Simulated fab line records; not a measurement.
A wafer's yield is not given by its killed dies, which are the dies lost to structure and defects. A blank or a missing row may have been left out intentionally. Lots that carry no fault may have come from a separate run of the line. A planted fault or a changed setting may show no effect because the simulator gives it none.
Split-lot experiment | flow gf180mcu | route with 602 steps; 5 lots, 23 wafers read

## THE SPLIT
At GF_V4_SPUTTER_21 (material Ti, target thk 15 nm, time 80.02 s), the setting time-s was moved away from the recipe's 80.02 s on 9 of the 23 wafers read, by -12.6% to +14.6%. For the rest of the wafers, this setting stayed at what the recipe calls for.

The reading is taken at the split's own step.

## THE READING
Ti_of_V4_SPUTTER_21.thk-nm (the simulator's own value, which no gauge read), in nm, at GF_V4_SPUTTER_21 (material Ti, target thk 15 nm, time 80.02 s). There is no usual value for it anywhere in the file. Across the 14 wafers here that went through the recipe, the average is 15.01 nm and the standard deviation 0.21 nm.

wafer  | tool, chamber at the split | time-s as run, s | against the recipe | Ti_of_V4_SPUTTER_21.thk-nm, nm | against lot-mates on the recipe
L074.1 | pvd-sputter-02, -          | 87.58            | +9.4%              | 16.54                          | +1.38
L074.3 | pvd-sputter-02, -          | 80.02            | recipe             | 15.11                          | -
L074.4 | pvd-sputter-02, -          | 80.02            | recipe             | 15.31                          | -
L074.5 | pvd-sputter-02, -          | 80.02            | recipe             | 15.06                          | -
L074.6 | pvd-sputter-02, -          | 87.58            | +9.4%              | 16.4                           | +1.24
L076.1 | pvd-sputter-03, -          | 89.35            | +11.7%             | 16.91                          | +2.06
L076.2 | pvd-sputter-03, -          | 89.35            | +11.7%             | 16.45                          | +1.60
L076.4 | pvd-sputter-03, -          | 89.35            | +11.7%             | 16.73                          | +1.88
L076.5 | pvd-sputter-03, -          | 80.02            | recipe             | 15.07                          | -
L076.6 | pvd-sputter-03, -          | 80.02            | recipe             | 14.63                          | -
L077.1 | pvd-sputter-03, -          | 80.02            | recipe             | 15.21                          | -
L077.2 | pvd-sputter-03, -          | 91.72            | +14.6%             | 17.42                          | +2.24
L077.3 | pvd-sputter-03, -          | 80.02            | recipe             | 15.4                           | -
L077.4 | pvd-sputter-03, -          | 80.02            | recipe             | 14.93                          | -
L077.5 | pvd-sputter-03, -          | 91.72            | +14.6%             | 17.13                          | +1.95
L079.1 | pvd-sputter-03, -          | 80.02            | recipe             | 14.67                          | -
L079.2 | pvd-sputter-03, -          | 80.02            | recipe             | 14.94                          | -
L079.5 | pvd-sputter-03, -          | 80.02            | recipe             | 14.76                          | -
L082.1 | pvd-sputter-02, -          | 69.9             | -12.6%             | 13.03                          | -1.98
L082.2 | pvd-sputter-02, -          | 80.02            | recipe             | 15                             | -
L082.4 | pvd-sputter-02, -          | 69.9             | -12.6%             | 13.05                          | -1.96
L082.5 | pvd-sputter-02, -          | 80.02            | recipe             | 14.96                          | -
L082.6 | pvd-sputter-02, -          | 80.02            | recipe             | 15.07                          | -

FIT RESULTS
A straight line over all 23 wafers: Ti_of_V4_SPUTTER_21.thk-nm changes by +0.152 nm for each +1% of time-s; r = +0.99; the points scatter about the line by 0.2 nm.
The same after taking each lot's own level away (the mean of its wafers on the recipe; 23 wafers): +0.151 nm for each +1%; r = +0.99; scatter 0.16 nm.
On that fit, the largest move of time-s shifts the reading by 2.2 nm.
Measured against the standard deviation above, the lots' own levels, which go from 14.790 to 15.180 nm, span 1.8 times it.
The two slopes are in agreement: the lot-to-lot level therefore moves the slope only a little.
Check: with one of the wafers moved furthest among these (+14.6%) left out of the fit, the line predicts +2.18 nm for it against its lot-mates. It came out at +2.24 nm against them.

## THESE WAFERS: OTHER SPLITS
Note: prior to the reading, these wafers also went through further splits. Each is held against what the fit with the lots' levels taken away leaves over:
other split on the same wafers       | wafers away from the commonest value | r with Ti_of_V4_SPUTTER_21.thk-nm (lot level and that fit taken away)
GF_V2_SPUTTER_21 chamber-pressure-pa | 18                                   | -0.05
GF_M3_SPUTTER_01 power-w             | 8                                    | +0.16
GF_M3_PEB_12 peb-time-s              | 9                                    | +0.07
GF_V3_CVD_02 time-s                  | 5                                    | -0.08
GF_M4_SPUTTER_04 time-s              | 8                                    | +0.04
GF_M4_METAL_ETCH_16 time-s           | 7                                    | -0.06
GF_V4_CMP_04 leave-above-ref-nm      | 8                                    | -0.11
GF_V4_PEB_12 peb-temp-c              | 5                                    | -0.08
GF_V4_ETCH_17 bias-w                 | 9                                    | -0.19

## FILE'S OWN FIT
Ti_of_V4_SPUTTER_21.thk-nm changes by +0.149 nm for each +1% of time-s, r = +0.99.
